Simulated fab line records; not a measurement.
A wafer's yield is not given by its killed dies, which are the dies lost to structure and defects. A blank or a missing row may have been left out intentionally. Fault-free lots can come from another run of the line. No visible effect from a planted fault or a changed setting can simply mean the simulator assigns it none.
Which of the tools did it? -- flow gf180mcu -- 14 lots, 42 wafers sampled, at 4 steps of a route of 602

WHAT EACH GAUGE READ, for each wafer
GF_MIM_THK_MEAS_11: measures by xrf. Usual: for MIM_ALCU_THK the level is 198.9 nm and the standard deviation is 2.7.
lot,measured,on,MIM_ALCU_THK (nm),flag
L990,day 24 22:46,filmMetro-01,199.9 196.5 199.1,
L992,day 25 10:46,filmMetro-01,193.7 197.5 195.1,
L993,day 25 22:13,filmMetro-01,196.5 198.9 195.9,
L994,day 26 05:02,filmMetro-01,196.1 198.1 196.9,
L995,day 26 10:35,filmMetro-04,204.6 201.6 204.2,
L996,day 26 23:53,filmMetro-01,194.3 196.8 195.7,
L997,day 27 06:05,filmMetro-01,198.7 199.1 197.5,
L998,day 27 12:46,filmMetro-01,198.1 198.7 199.3,
L999,day 28 03:05,filmMetro-04,203.4 205.0 205.6,
L100,day 28 07:39,filmMetro-04,200.4 201.7 202.1,
L101,day 28 14:40,filmMetro-01,196.0 197.5 196.3,
L104,day 29 10:25,filmMetro-02,194.5 197.0 197.9,
L107,day 30 05:04,filmMetro-02,201.3 197.2 199.2,
L110,day 31 01:59,filmMetro-01,194.4 198.7 195.8,

GF_M5_CD_MEAS_07: the cd target is 280 nm. Usual: cdNm reads 280.1 nm (standard deviation 1.2).
lot,measured,on,cdNm (nm),flag
L990,day 26 17:42,cdSem-02,279.7 279.5 280.6,
L992,day 27 05:38,cdSem-01,279.3 280.4 279.2,
L993,day 27 16:32,cdSem-02,281.2 281.1 280.2,
L994,day 27 22:43,cdSem-02,281.5 281.6 281.0,
L995,day 28 03:28,cdSem-02,281.6 284.1 283.4,
L996,day 28 15:46,cdSem-01,280.3 280.1 280.6,
L997,day 28 20:50,cdSem-02,279.8 280.0 279.9,
L998,day 29 04:14,cdSem-01,280.2 280.3 279.5,
L999,day 29 17:47,cdSem-01,279.8 278.5 279.2,
L100,day 29 20:58,cdSem-01,279.6 242.4 242.2,OFF
L101,day 30 03:59,cdSem-01,279.6 279.6 278.6,
L104,day 30 22:30,cdSem-01,280.6 279.9 244.4,OFF
L107,day 31 20:41,cdSem-01,279.1 278.9 279.4,
L110,day 32 12:35,cdSem-01,280.1 279.9 278.8,

GF_V5_THK_MEAS_01. Usual: for V5_CVD_00_THK the level is 300 nm and the standard deviation is 3.
lot,measured,on,V5_CVD_00_THK (nm),flag
L990,day 26 18:37,filmMetro-03,305 299 301,
L992,day 27 06:37,filmMetro-01,299 300 301,
L993,day 27 17:25,filmMetro-01,294 297 298,
L994,day 27 23:35,filmMetro-02,295 300 296,
L995,day 28 04:21,filmMetro-01,297 300 297,
L996,day 28 16:42,filmMetro-03,293 296 295,
L997,day 28 21:42,filmMetro-02,294 294 296,
L998,day 29 05:05,filmMetro-01,296 299 304,
L999,day 29 18:37,filmMetro-03,299 302 301,
L100,day 29 21:50,filmMetro-02,301 303 302,
L101,day 30 04:54,filmMetro-01,301 304 301,
L104,day 30 23:22,filmMetro-02,299 305 300,
L107,day 31 21:35,filmMetro-02,301 299 305,
L110,day 32 13:26,filmMetro-03,299 305 303,

EACH LOT AND THE TOOL THAT RAN IT (in order: tool; ch and the chambers of the sampled wafers; start)
lot,GF_M5_EXPOSE_04
L990,"krfScanner-01 ch 0, day 26 07:03"
L992,"krfScanner-02 ch 0, day 26 19:43"
L993,"krfScanner-01 ch 0, day 27 07:04"
L994,"krfScanner-01 ch 0, day 27 13:10"
L995,"krfScanner-02 ch 0, day 27 17:46"
L996,"krfScanner-02 ch 0, day 28 06:28"
L997,"krfScanner-02 ch 0, day 28 11:56"
L998,"krfScanner-01 ch 0, day 28 18:42"
L999,"krfScanner-01 ch 0, day 29 08:30"
L100,"krfScanner-01 ch 0, day 29 11:44"
L101,"krfScanner-02 ch 0, day 29 19:04"
L104,"krfScanner-01 ch 0, day 30 14:02"
L107,"krfScanner-02 ch 0, day 31 12:08"
L110,"krfScanner-02 ch 0, day 32 04:14"
- GF_M5_EXPOSE_04: exposes mask Metal5, target cd 280 nm.

AS READ BY THE TOOLS THEMSELVES (means over the sampled wafers that have a number; for cases with no such wafer, the mark the record gives instead)
GF_M5_EXPOSE_04. Usual: focusOffsetNm -0.1 nm, standard deviation 0.49; stageVelMmS 500.02 mm/s, standard deviation 0.27.
lot,tool,focusOffsetNm (nm),stageVelMmS (mm/s),flag
L990,krfScanner-01,-0.4,499.64,
L992,krfScanner-02,-0.3,499.81,
L993,krfScanner-01,0.3,500.10,
L994,krfScanner-01,-0.2,500.37,
L995,krfScanner-02,-0.5,500.00,
L996,krfScanner-02,-0.2,499.98,
L997,krfScanner-02,0.3,500.08,
L998,krfScanner-01,0.0,500.02,
L999,krfScanner-01,-0.4,500.04,
L100,krfScanner-01,-0.0,500.11,
L101,krfScanner-02,-0.3,499.86,
L104,krfScanner-01,-0.2,499.98,
L107,krfScanner-02,-0.6,499.96,
L110,krfScanner-02,0.4,499.66,

THE ANSWER, worked out from the rows above alone
Rule: take the mean of a lot's wafers that have a number; if it is more than 3 standard deviations from the usual mean, the lot is off. Also off: a lot with no number at a reading for which 4 or more lots have one. Where the step has rows for the other lots, those lots are counted as sound. The gauges are gone through in route order, then the tools' own readings, and for those a lot's mean is taken as printed above. At the first step where some lot is off, the reading lying furthest off is the one used; lots without a number count as furthest.
Off: L100, L104 (GF_M5_CD_MEAS_07, cdNm).
A tool fits if, at a process step before that reading, it ran every lot that is off, and no sound lot after the first of them. Gauges at GF_M5_CD_MEAS_07: tried the same way as those tools. One fits: GF_M5_EXPOSE_04 on krfScanner-01. A fault onset in the window from L999 (day 29 08:30, its last sound lot) to L100 (day 29 11:44, its first lot off) fits.

WHAT HAD BEEN PUT IN BY THE SIMULATOR
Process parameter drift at GF_M5_EXPOSE_04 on krfScanner-01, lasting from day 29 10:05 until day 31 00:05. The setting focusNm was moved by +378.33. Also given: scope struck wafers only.
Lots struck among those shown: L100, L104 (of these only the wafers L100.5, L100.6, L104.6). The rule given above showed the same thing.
